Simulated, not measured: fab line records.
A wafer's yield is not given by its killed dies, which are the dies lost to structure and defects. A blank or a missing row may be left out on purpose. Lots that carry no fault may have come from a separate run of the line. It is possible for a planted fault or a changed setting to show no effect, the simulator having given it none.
Comparing a struck lot with a sound one | flow gf180mcu | 17 steps out of a route of 602
Sound: wafers L165.2, L165.3, L165.5. Struck: wafer L169.4. (L169.5, L169.6 of the same lot were not struck and are left out.) The cause comes at the end.
Each step with rows lists, per side, the tool, then ch with its chambers, then its first start. Under that, the readings that differ: sound wafers | struck wafers | difference of the means | sigmas: that difference in standard deviations of wafers without a fault.
alike: words and numbers the same on both sides, and readings whose means are apart by under 2 such deviations; not compared: readings that were withheld, readings missing a value for some wafer, numbers with overlapping values and no deviation given by the record, and bounds like >300 which may hide the same value.
Wherever a step has rows on one side only, a row that says differs or no value, or a row with sigmas, the two part there. Numbers that don't overlap but have no deviation are shown without sigmas and don't part them. A reading missing from all wafers of one side parts the sides only when that side holds two or more wafers.

first, 4 steps without rows for these wafers: GF_M3_SOFTBAKE_10 (time 60 s); GF_M3_EXPOSE_11 (exposes mask Metal3, target cd 280 nm); GF_M3_PEB_12 (peb time 90 s); GF_M3_DEVELOP_13 (develop time 60 s).
GF_M3_CD_MEAS_14: target cd 280 nm.
  sound on cd sem-01 at day 21 06:22; struck on cd sem-02 at day 23 00:39
  alike: cd nm
GF_M3_OVL_MEAS_15:
  sound on overlay-02 at day 21 06:28; struck on overlay-01 at day 23 00:44
  alike: M3_OVL
GF_M3_METAL_ETCH_16: etches the open film in Cl2/BCl3, stops on SiO2, target depth 750.8 nm, time 125.1 s.
  sound on rie metal-03 ch 0,1, day 21 06:29; struck on rie metal-03 ch 1, day 23 00:47
  reading               | sound             | struck | difference | sigmas
  oes product au (a.u.) | 0.993 0.988 0.978 | 0.999  | +0.013     | +2
  alike: drypump motor current A, he backside leak sccm, throttle valve pct
  not compared: rf hours counter h
GF_M3_STRIP_17: strips in O2/N2.
  sound on plasma asher-04 ch 0,1, day 21 06:37; struck on plasma asher-04 ch 1, day 23 00:55
  alike: drypump motor current A, heater power w, oes product au, platen temp c, strip time to endpoint s
  not compared: rf hours counter h
then, 3 steps without rows for these wafers: GF_M3_STRIP_18 (strips in post etch residue remover, time 1200 s); GF_M3_CLEAN_19 (cleans in DIW); GF_V3_CVD_00 (deposits SiO2, target thk 600 nm, time 100 s).
GF_V3_THK_MEAS_01:
  sound on film metro-01 at day 21 07:19; struck on film metro-01 at day 23 01:31
  alike: V3_CVD_00_THK
GF_V3_CVD_02: deposits SiO2 from TEOS, target thk 850 nm, time 94.851 s.
  sound on pecvd-02 ch 0,2, day 21 07:22; struck on pecvd-01 ch 2, day 23 01:34
  reading                             | sound             | struck | difference | sigmas
  rf fwd power W (W)                  | 593.8 598.7 596.5 | 500.6  | -95.7      | -48
  model.SiO2_of_V3_CVD_02.thk nm (nm) | 842.5 843.8 864.5 | 817.7  | -32.6      |
  alike: heater power w
  not compared: since wet clean h
GF_V3_THK_MEAS_03:
  sound on film metro-02 at day 21 07:26; struck on film metro-03 at day 23 01:38
  reading            | sound       | struck | difference | sigmas
  V3_CVD_02_THK (nm) | 843 844 864 | 817    | -33        | -3
GF_V3_CMP_04: polishes SiO2.
  sound on cmp-02 ch 0,2, day 21 07:29; struck on cmp-02 ch 0, day 23 01:49
  reading                | sound    | struck | difference | sigmas
  time to endpoint s (s) | 78 79 89 | 68     | -14        | -3
  alike: edge zone pressure frac, motor current A
GF_V3_BOW_MEAS_05:
  sound on film metro-03 at day 21 07:49; struck on film metro-03 at day 23 02:02
  alike: V3_BOW
-- the record jumps here: 7 days lie between the struck wafers' starts before and after (it left off in module V3 and takes up again in module PASSIVATION, whose first step shown is number 602 of the route) --
GF_PASSIVATION_PROBE_99:
  the record has rows for the struck wafers here (prober-01, day 30 09:52) and none for the sound ones

## WHERE THEY PART
At GF_M3_METAL_ETCH_16 first; at GF_PASSIVATION_PROBE_99 last (within this record only).

WHY: whatever the simulator had introduced
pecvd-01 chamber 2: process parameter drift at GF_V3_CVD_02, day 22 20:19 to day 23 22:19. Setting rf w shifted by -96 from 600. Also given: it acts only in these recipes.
